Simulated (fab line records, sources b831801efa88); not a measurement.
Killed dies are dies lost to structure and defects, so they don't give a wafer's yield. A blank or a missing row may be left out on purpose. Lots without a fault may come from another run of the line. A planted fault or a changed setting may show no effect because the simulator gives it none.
fab line records | flow gf180mcu
record lots=5 wafers=23
route steps=602 shown TOP_METAL@567 PASSIVATION@587
start_h: hours from the record's first day to the start of the lot's first wafer shown | wait_h: hours since the lot's step before | " the same as in the row above | L1.1+2: a row that stands for several wafers | - no value, or no start given | * or withheld: withheld | < > ~ a bound
route shown NAME@n: a module of which the file shows steps, and the number in the route of the first | usual: mean/standard deviation of fault-free wafers | same: alike in all rows | chamber/n: place in a boat | sites: the reading at each site | _std_site: their standard deviation | _edge_site: outer sites' mean less inner sites' | radius_mm: how far each site lies from the wafer's centre | mask NAME#n: copy n | behind: the tool/chamber that last shaped the wafer | hold: why the lot was held/for how many hours/how that ended | device: the transistor (n, p or np) that didn't switch | end of line: the same wafers' tests at the end of the route | a step without rows: its recipe alone | killed: dies lost to structure and defects at the first sort, not the wafer's yield | map: a wafer's dies, x killed, . not, _ none there
set.NAME: the setting as run; set.NAME@STEP: as run at that earlier step | model.NAME: the simulator's own value behind a step, which no gauge read
lots whose settings were changed on purpose; a table a step, a row a wafer
## steps
# step GF_TOP_METAL_SPUTTER_00
# recipe material=Ti target_thk_nm=37.5 arriving_ion_energy_ev=80 substrate_temp_c=200 chamber_pressure_pa=2 power_w=4000 time_s=150
# columns lot.wafer tool chamber start_h wait_h set.time_s model.Ti_of_TOP_METAL_SPUTTER_00.thk_nm
L074.1 pvd_sputter-04 - 620.45 0.1 150 37.5
L074.2 " - " " 150 37.55
L074.3 " - " " 131.4 32.92
L074.4 " - " " 150 37.65
L074.5 " - " " 131.4 32.84
L078.1 pvd_sputter-01 - 654.86 0.2 127.6 32.37
L078.3 " - " " 150 37.58
L078.4 " - " " 150 37.71
L078.5 " - " " 127.6 31.99
L078.6 " - " " 127.6 32.1
L082.1 pvd_sputter-02 - 683.90 0.2 150 37.3
L082.3 " - " " 166.8 41.11
L082.4 " - " " 150 36.85
L082.5 " - " " 166.8 41.49
L082.6 " - " " 166.8 40.88
L084.1 pvd_sputter-01 - 707.40 0.2 132.7 33.36
L084.3 " - " " 150 37.62
L084.4 " - " " 132.7 33.75
L084.5 " - " " 150 37.43
L084.6 " - " " 150 37.64
L085.3 pvd_sputter-02 - 708.65 0.2 150 37.62
L085.5 " - " " 150 38.03
L085.6 " - " " 150 37.59
# step GF_PASSIVATION_CVD_00
# recipe material=SiO2 target_thk_nm=1000 precursor=TEOS temp_c=400 time_s=111.95 rf_w=600
# columns lot.wafer tool chamber start_h wait_h set.time_s model.SiO2_of_PASSIVATION_CVD_00.thk_nm
L074.1 pecvd-04 1 641.86 0.0 111.95 995.8
L074.2 " 2 " " 111.95 989.6
L074.3 " 0 " " 111.95 1006
L074.4 " 2 " " 104.2 945.6
L074.5 " 1 " " 104.2 947
L078.1 pecvd-04 2 674.62 0.0 111.95 991.2
L078.3 " 0 " " 106.2 943.9
L078.4 " 0 " " 111.95 1013
L078.5 " 1 " " 106.2 947.6
L078.6 " 2 " " 106.2 974.9
L082.1 pecvd-01 1 703.34 0.0 111.95 1009
L082.3 " 2 " " 111.95 993.9
L082.4 " 1 " " 111.95 1019
L082.5 " 0 " " 111.95 1011
L082.6 " 2 " " 111.95 1016
L084.1 pecvd-04 1 726.07 0.0 111.95 998.6
L084.3 " 2 " " 103.8 929.2
L084.4 " 2 " " 103.8 937.4
L084.5 " 0 " " 111.95 1009
L084.6 " 1 " " 111.95 1003
L085.3 pecvd-03 0 727.18 0.0 111.95 1000
L085.5+6 " 0,2 " " 111.95 1011
# step GF_PASSIVATION_THK_MEAS_01
# recipe reads=SiO2_of_PASSIVATION_CVD_00
# usual PASSIVATION_CVD_00_THK=1003/11
# columns lot.wafer tool chamber start_h wait_h set.time_s@PASSIVATION_CVD_00 PASSIVATION_CVD_00_THK[nm]
L074.1 film_metro-03 - 641.94 0.0 111.95 996
L074.2 " - " " 111.95 989
L074.3 " - " " 111.95 1007
L074.4 " - " " 104.2 946
L074.5 " - " " 104.2 947
L078.1 film_metro-02 - 674.70 0.0 111.95 991
L078.3 " - " " 106.2 945
L078.4 " - " " 111.95 1013
L078.5 " - " " 106.2 948
L078.6 " - " " 106.2 975
L082.1 film_metro-03 - 703.42 0.0 111.95 1008
L082.3 " - " " 111.95 993
L082.4 " - " " 111.95 1019
L082.5 " - " " 111.95 1012
L082.6 " - " " 111.95 1016
L084.1 film_metro-02 - 726.15 0.0 111.95 999
L084.3 " - " " 103.8 930
L084.4 " - " " 103.8 938
L084.5 " - " " 111.95 1008
L084.6 " - " " 111.95 1003
L085.3 film_metro-03 - 727.28 0.1 111.95 1000
L085.5 " - " " 111.95 1012
L085.6 " - " " 111.95 1011
# step GF_PASSIVATION_STRIP_12
# recipe chemistry=O2/N2 power_w=1400 pressure_mtorr=1500 platen_temp_c=250 o2_flow_sccm=3000 n2_flow_sccm=300 overash_fraction=0.5
# usual oes_product_au=0.719/0.0042 strip_time_to_endpoint_s=34.79/0.18
# columns lot.wafer tool chamber start_h wait_h set.power_w oes_product_au strip_time_to_endpoint_s
L074.1 plasma_asher-04 0 662.21 0.1 1524 0.761 32.67
L074.2 " 1 " " 1524 0.756 32.61
L074.3 " 1 " " 1400 0.716 34.81
L074.4 " 0 " " 1400 0.719 34.95
L074.5 " 0 " " 1524 0.762 32.61
L078.1 plasma_asher-04 0 692.81 0.1 1400 0.718 34.85
L078.3 " 1 " " 1520 0.754 32.43
L078.4 " 0 " " 1520 0.749 32.46
L078.5 " 1 " " 1520 0.761 32.66
L078.6 " 0 " " 1400 0.714 34.87
L082.1 plasma_asher-04 0 721.56 0.1 1400 0.723 34.83
L082.3 " 1 " " 1537 0.767 32.55
L082.4 " 0 " " 1400 0.715 34.77
L082.5 " 1 " " 1400 0.723 34.74
L082.6 " 0 " " 1537 0.756 32.37
L084.1 plasma_asher-04 0 743.66 0.1 1400 0.723 34.49
L084.3 " 1 " " 1400 0.719 34.95
L084.4 " 0 " " 1400 0.717 34.79
L084.5 " 0 " " 1306 0.690 36.83
L084.6 " 1 " " 1306 0.687 36.69
L085.3 plasma_asher-03 0 745.29 0.2 1400 0.721 34.91
L085.5 " 1 " " 1400 0.718 34.90
L085.6 " 0 " " 1400 0.714 34.71
## key
split step=GF_TOP_METAL_SPUTTER_00 setting=time_s stated=150 by=wafer
response step=GF_TOP_METAL_SPUTTER_00 reading=model.Ti_of_TOP_METAL_SPUTTER_00.thk_nm change=+0.365 per=1% r=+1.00
split step=GF_PASSIVATION_CVD_00 setting=time_s stated=111.95 by=wafer
response step=GF_PASSIVATION_CVD_00 reading=model.SiO2_of_PASSIVATION_CVD_00.thk_nm change=+8.65 per=1% r=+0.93
response step=GF_PASSIVATION_THK_MEAS_01 reading=PASSIVATION_CVD_00_THK change=+8.63 per=1% r=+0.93
split step=GF_PASSIVATION_STRIP_12 setting=power_w stated=1400 by=wafer
response step=GF_PASSIVATION_STRIP_12 reading=oes_product_au change=+0.00451 per=1% r=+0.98
response step=GF_PASSIVATION_STRIP_12 reading=strip_time_to_endpoint_s change=* per=1% r=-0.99
